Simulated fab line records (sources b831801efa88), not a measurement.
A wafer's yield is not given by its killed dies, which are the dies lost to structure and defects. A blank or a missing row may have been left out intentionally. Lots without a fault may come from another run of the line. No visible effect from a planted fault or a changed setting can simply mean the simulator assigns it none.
Lot-split experiment / flow sfq line / 23 wafers read across 5 lots, on a route 325 steps long

THE SPLIT ITSELF
At SFQ_TRILAYER_L0_VIA_LITHO_COAT_013 (resist thk 650 nm), the setting resist thk nm was moved away from the recipe's 650 nm on 8 of the 23 wafers read, by -3.6% to +5.6%. This setting was run at the recipe's value on the other wafers.

FROM THE SPLIT TO THE READING: what the file shows between them, 3 steps
- SFQ_TRILAYER_L0_VIA_LITHO_SOFTBAKE_017
- SFQ_TRILAYER_L0_VIA_LITHO_EXPOSE_014: exposes mask L0V, target cd 700 nm
- SFQ_TRILAYER_L0_VIA_LITHO_DEVELOP_015: time 60 s

THE READING
KrF_of_TRILAYER_L0_VIA_LITHO_COAT_013.thk nm (the simulator's own value, which no gauge read), in nm, at SFQ_TRILAYER_L0_VIA_BARC_OPEN_VIA_ETCH_021 (etches BARC in O2, target depth 125 nm, time 41.7 s). No usual value for it is given in the file. Here, 15 wafers ran the recipe; their average is 573.0 nm with a standard deviation of 2.4 nm.

wafer=L074.1; tool, chamber at the split=litho track-03, 0; resist thk nm as run, nm=650; against the recipe=recipe; KrF_of_TRILAYER_L0_VIA_LITHO_COAT_013.thk nm, nm=573.3; against lot-mates on the recipe=-
wafer=L074.5; tool, chamber at the split=litho track-03, 0; resist thk nm as run, nm=650; against the recipe=recipe; KrF_of_TRILAYER_L0_VIA_LITHO_COAT_013.thk nm, nm=573.3; against lot-mates on the recipe=-
wafer=L074.2; tool, chamber at the split=litho track-03, 0; resist thk nm as run, nm=650; against the recipe=recipe; KrF_of_TRILAYER_L0_VIA_LITHO_COAT_013.thk nm, nm=572.9; against lot-mates on the recipe=-
wafer=L075.2; tool, chamber at the split=litho track-01, 0; resist thk nm as run, nm=665.9; against the recipe=+2.4%; KrF_of_TRILAYER_L0_VIA_LITHO_COAT_013.thk nm, nm=590.7; against lot-mates on the recipe=+13.4
wafer=L075.3; tool, chamber at the split=litho track-01, 0; resist thk nm as run, nm=665.9; against the recipe=+2.4%; KrF_of_TRILAYER_L0_VIA_LITHO_COAT_013.thk nm, nm=589.8; against lot-mates on the recipe=+12.5
wafer=L075.4; tool, chamber at the split=litho track-01, 0; resist thk nm as run, nm=650; against the recipe=recipe; KrF_of_TRILAYER_L0_VIA_LITHO_COAT_013.thk nm, nm=576.8; against lot-mates on the recipe=-
wafer=L075.5; tool, chamber at the split=litho track-01, 0; resist thk nm as run, nm=665.9; against the recipe=+2.4%; KrF_of_TRILAYER_L0_VIA_LITHO_COAT_013.thk nm, nm=591.1; against lot-mates on the recipe=+13.8
wafer=L075.6; tool, chamber at the split=litho track-01, 0; resist thk nm as run, nm=650; against the recipe=recipe; KrF_of_TRILAYER_L0_VIA_LITHO_COAT_013.thk nm, nm=577.8; against lot-mates on the recipe=-
wafer=L076.1; tool, chamber at the split=litho track-01, 0; resist thk nm as run, nm=650; against the recipe=recipe; KrF_of_TRILAYER_L0_VIA_LITHO_COAT_013.thk nm, nm=575; against lot-mates on the recipe=-
wafer=L076.2; tool, chamber at the split=litho track-01, 0; resist thk nm as run, nm=626.6; against the recipe=-3.6%; KrF_of_TRILAYER_L0_VIA_LITHO_COAT_013.thk nm, nm=551.1; against lot-mates on the recipe=-23.5
wafer=L076.3; tool, chamber at the split=litho track-01, 0; resist thk nm as run, nm=650; against the recipe=recipe; KrF_of_TRILAYER_L0_VIA_LITHO_COAT_013.thk nm, nm=574.2; against lot-mates on the recipe=-
wafer=L076.4; tool, chamber at the split=litho track-01, 0; resist thk nm as run, nm=626.6; against the recipe=-3.6%; KrF_of_TRILAYER_L0_VIA_LITHO_COAT_013.thk nm, nm=550.9; against lot-mates on the recipe=-23.7
wafer=L076.6; tool, chamber at the split=litho track-01, 0; resist thk nm as run, nm=650; against the recipe=recipe; KrF_of_TRILAYER_L0_VIA_LITHO_COAT_013.thk nm, nm=574.6; against lot-mates on the recipe=-
wafer=L083.1; tool, chamber at the split=litho track-02, 0; resist thk nm as run, nm=686.2; against the recipe=+5.6%; KrF_of_TRILAYER_L0_VIA_LITHO_COAT_013.thk nm, nm=610.7; against lot-mates on the recipe=+37.2
wafer=L083.2; tool, chamber at the split=litho track-02, 0; resist thk nm as run, nm=686.2; against the recipe=+5.6%; KrF_of_TRILAYER_L0_VIA_LITHO_COAT_013.thk nm, nm=610.6; against lot-mates on the recipe=+37.1
wafer=L083.4; tool, chamber at the split=litho track-02, 0; resist thk nm as run, nm=686.2; against the recipe=+5.6%; KrF_of_TRILAYER_L0_VIA_LITHO_COAT_013.thk nm, nm=610.5; against lot-mates on the recipe=+37.0
wafer=L083.5; tool, chamber at the split=litho track-02, 0; resist thk nm as run, nm=650; against the recipe=recipe; KrF_of_TRILAYER_L0_VIA_LITHO_COAT_013.thk nm, nm=573; against lot-mates on the recipe=-
wafer=L083.6; tool, chamber at the split=litho track-02, 0; resist thk nm as run, nm=650; against the recipe=recipe; KrF_of_TRILAYER_L0_VIA_LITHO_COAT_013.thk nm, nm=574.1; against lot-mates on the recipe=-
wafer=L084.1; tool, chamber at the split=litho track-02, 0; resist thk nm as run, nm=650; against the recipe=recipe; KrF_of_TRILAYER_L0_VIA_LITHO_COAT_013.thk nm, nm=569.3; against lot-mates on the recipe=-
wafer=L084.2; tool, chamber at the split=litho track-02, 0; resist thk nm as run, nm=650; against the recipe=recipe; KrF_of_TRILAYER_L0_VIA_LITHO_COAT_013.thk nm, nm=570.7; against lot-mates on the recipe=-
wafer=L084.3; tool, chamber at the split=litho track-02, 0; resist thk nm as run, nm=650; against the recipe=recipe; KrF_of_TRILAYER_L0_VIA_LITHO_COAT_013.thk nm, nm=570.2; against lot-mates on the recipe=-
wafer=L084.4; tool, chamber at the split=litho track-02, 0; resist thk nm as run, nm=650; against the recipe=recipe; KrF_of_TRILAYER_L0_VIA_LITHO_COAT_013.thk nm, nm=570; against lot-mates on the recipe=-
wafer=L084.5; tool, chamber at the split=litho track-02, 0; resist thk nm as run, nm=650; against the recipe=recipe; KrF_of_TRILAYER_L0_VIA_LITHO_COAT_013.thk nm, nm=570.5; against lot-mates on the recipe=-

FIT RESULTS
A straight line over all 23 wafers: KrF_of_TRILAYER_L0_VIA_LITHO_COAT_013.thk nm changes by +6.63 nm for each +1% of resist thk nm; r = +0.99; the points scatter about the line by 2.2 nm.
The same after taking each lot's own level away (the mean of its wafers on the recipe; 23 wafers): +6.5 nm for each +1%; r = +1.00; scatter 1.1 nm.
On that fit, the largest move of resist thk nm shifts the reading by 36 nm.
The span of the lots' own levels, 570.14 to 577.30 nm, comes to 2.9 times the standard deviation stated above.
The two slopes are in agreement: the lot-to-lot level therefore moves the slope only a little.
Check: with one of the wafers moved furthest among these (+5.6%) left out of the fit, the line predicts +35.6 nm for it against its lot-mates. Against them it came out at +37.2 nm.

OTHER SPLITS ON THESE WAFERS
These wafers also went through other splits before the reading. Each is held against what the fit with the lots' levels taken away leaves over:
other split on the same wafers=SFQ_TRILAYER_L0_LITHO_COAT_010 resist thk nm; wafers away from the commonest value=5; r with KrF_of_TRILAYER_L0_VIA_LITHO_COAT_013.thk nm (lot level and that fit taken away)=-0.13
other split on the same wafers=SFQ_TRILAYER_L0_LITHO_PEB_008 peb temp c; wafers away from the commonest value=7; r with KrF_of_TRILAYER_L0_VIA_LITHO_COAT_013.thk nm (lot level and that fit taken away)=+0.03

THE WHOLE CHAIN: every reading that the file lists as answering this split, in the file's order
step=SFQ_TRILAYER_L0_VIA_LITHO_COAT_013; what it does=resist thk 650 nm; reading=KrF_of_TRILAYER_L0_VIA_LITHO_COAT_013.thk nm (the simulator's own value, which no gauge read); change (the file's fit)=+6.41 nm for each +1% of the setting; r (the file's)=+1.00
step=SFQ_TRILAYER_L0_VIA_BARC_OPEN_VIA_ETCH_021; what it does=etches BARC in O2, target depth 125 nm, time 41.7 s; reading=KrF_of_TRILAYER_L0_VIA_LITHO_COAT_013.thk nm (the simulator's own value, which no gauge read); change (the file's fit)=+6.48 nm for each +1% of the setting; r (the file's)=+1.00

THE FILE'S OWN FIT
KrF_of_TRILAYER_L0_VIA_LITHO_COAT_013.thk nm changes by +6.48 nm for each +1% of resist thk nm, r = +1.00.
